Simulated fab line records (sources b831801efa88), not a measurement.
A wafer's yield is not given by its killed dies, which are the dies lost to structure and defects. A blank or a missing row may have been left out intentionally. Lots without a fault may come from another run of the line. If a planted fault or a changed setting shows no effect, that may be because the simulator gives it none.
Chamber matching	flow gf180mcu	GF_MIM_CVD_05 on pecvd-04 has 3 sister chambers
The step deposits Si3N4, target thk 42 nm, time 29.086 s. 3 wafers are shown with their chamber, then 7 later ones without.

== EACH WAFER AND ITS CHAMBER ==
wafer	chamber	heater_power_w (W)
L584.1	0	547
L586.5	2	750
L588.4	1	669

== WAFERS WHOSE CHAMBER IS MISSING ==
wafer	heater_power_w (W)
L588.5	542
L595.1	592
L595.4	776
L595.6	736
L599.2	663
L599.4	659
L599.6	700

== WHICH CHAMBER EACH ONE RAN IN ==
wafer	from the rows above	in truth
L588.5	0	0
L595.1	can't be placed: 0 or 1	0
L595.4	2	2
L595.6	2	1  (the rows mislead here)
L599.2	1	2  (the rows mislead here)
L599.4	1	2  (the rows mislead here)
L599.6	can't be placed: 1 or 2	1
Correct placement for 2 of the 7. Can't be placed from these rows: 2 (the true chamber is among the candidates in 2). Placed wrongly: 3.
How it was worked out, from the rows above alone: a wafer's distance from a chamber is the root of the sum, over the readings, of the square of ((its reading less the chamber's mean) divided by the reading's scatter). The wafer belongs to the nearest chamber; if the next one is less than 2 further off, it can't be placed. Each chamber's mean is taken over the wafers shown for it. The scatter (one wafer shown for each chamber): square how far every hidden wafer sits from the nearest shown wafer, average those squares and take the square root.
